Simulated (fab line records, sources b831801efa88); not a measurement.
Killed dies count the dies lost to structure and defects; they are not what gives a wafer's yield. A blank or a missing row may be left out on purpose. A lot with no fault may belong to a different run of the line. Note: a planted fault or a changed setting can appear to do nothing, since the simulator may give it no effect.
Commonality check across tools -- flow sky130 -- 13 lots and 39 wafers in the sample

WHY IT WAS OPENED
Of 13 lots, 3 have the reading VT_ADJUST_PCH_TW flagged at SKY_VT_ADJUST_PCH_TW_MEAS_10. Wafers without a fault read 142.6, standard deviation 1.3.
Rule: flag the lot when none of its wafers has a number, or when each of its wafers that has one lies beyond 4 standard deviations from that mean. The rest of the lots are taken to be sound.

lot,measured,on,"VT_ADJUST_PCH_TW, wafer by wafer",flag
L493,day 10 09:38,film_metro-01,143.7 143.4 143.9,
L495,day 11 09:20,film_metro-03,143.3 142.8 142.9,
L496,day 11 14:03,film_metro-04,141.7 141.8 141.7,
L497,day 11 17:15,film_metro-03,143.8 144.2 143.0,
L498,day 12 02:06,film_metro-03,143.6 144.0 143.4,
L501,day 13 02:01,film_metro-01,143.8 144.3 145.9,
L502,day 13 08:43,film_metro-04,141.2 140.6 140.6,
L504,day 13 19:55,film_metro-04,140.5 140.9 141.5,
L506,day 14 14:58,film_metro-01,143.0 143.4 143.9,
L507,day 15 00:34,film_metro-04,128.3 129.1 128.7,FLAGGED
L508,day 15 19:09,film_metro-04,128.9 128.4 128.2,FLAGGED
L509,day 15 23:15,film_metro-04,128.9 128.9 128.6,FLAGGED
L516,day 17 17:50,film_metro-04,141.4 140.8 141.1,
On average the flagged lots' numbers are 128.7, which is -13.9 against the usual, or -11 standard deviations.

WHICH TOOL RAN EACH LOT
The record keeps 1 process step preceding the reading, out of 708 steps on the route. In each cell: the tool, then ch and the chambers that the sampled wafers went through, then the start.
lot,flag,SKY_VT_ADJUST_PCH_IMPLANT_08
L493,,"implanter-01 ch 0, day 10 09:23"
L495,,"implanter-01 ch 0, day 11 09:05"
L496,,"implanter-02 ch 0, day 11 13:48"
L497,,"implanter-04 ch 0, day 11 17:00"
L498,,"implanter-02 ch 0, day 12 01:51"
L501,,"implanter-02 ch 0, day 13 01:46"
L502,,"implanter-02 ch 0, day 13 08:30"
L504,,"implanter-02 ch 0, day 13 19:42"
L506,,"implanter-01 ch 0, day 14 14:43"
L507,FLAGGED,"implanter-02 ch 0, day 15 00:19"
L508,FLAGGED,"implanter-02 ch 0, day 15 18:52"
L509,FLAGGED,"implanter-02 ch 0, day 15 23:00"
L516,,"implanter-04 ch 0, day 17 17:35"
These steps, and what they do:
- SKY_VT_ADJUST_PCH_IMPLANT_08
- SKY_VT_ADJUST_PCH_TW_MEAS_10

FLAGGED OVER TOTAL, TOOL BY TOOL (the gauges that took the reading come last)
step,tool,lots run,flagged,share of the flagged lots,sound lots run after its first flagged lot
SKY_VT_ADJUST_PCH_IMPLANT_08,implanter-01,3,0,none,-
SKY_VT_ADJUST_PCH_IMPLANT_08,implanter-02,8,3,all,0
SKY_VT_ADJUST_PCH_IMPLANT_08,implanter-04,2,0,none,-
SKY_VT_ADJUST_PCH_TW_MEAS_10,film_metro-01,3,0,none,-
SKY_VT_ADJUST_PCH_TW_MEAS_10,film_metro-03,3,0,none,-
SKY_VT_ADJUST_PCH_TW_MEAS_10,film_metro-04,7,3,all,1 (L516)

WHAT IS ALLOWED BY THE TABLE
In 2 table rows, all flagged lots were run: implanter-02 (SKY_VT_ADJUST_PCH_IMPLANT_08), film_metro-04 (SKY_VT_ADJUST_PCH_TW_MEAS_10).
- implanter-02 at SKY_VT_ADJUST_PCH_IMPLANT_08 ran 8 lots, 3 of them flagged. Last sound lot L504 at day 13 19:42, first flagged lot L507 at day 15 00:19; a fault beginning in between fits. Its own readings (dose_ions_cm2, faraday_current_uA) fall more than 4 standard deviations out on all wafers of the flagged lots.
- film_metro-04 at SKY_VT_ADJUST_PCH_TW_MEAS_10 ran 7 lots, 3 of them flagged. Lots that were sound ran on it after the first flagged one (L516); a persistent fault on the entire tool would not allow that.
Left over: one tool, implanter-02 at SKY_VT_ADJUST_PCH_IMPLANT_08.

WHAT THE SIMULATOR HAD INSERTED
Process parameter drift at SKY_VT_ADJUST_PCH_IMPLANT_08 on implanter-02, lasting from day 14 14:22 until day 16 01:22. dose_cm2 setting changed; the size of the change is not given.
Shown lots that were struck: L507, L508, L509. Same finding as the rule above.
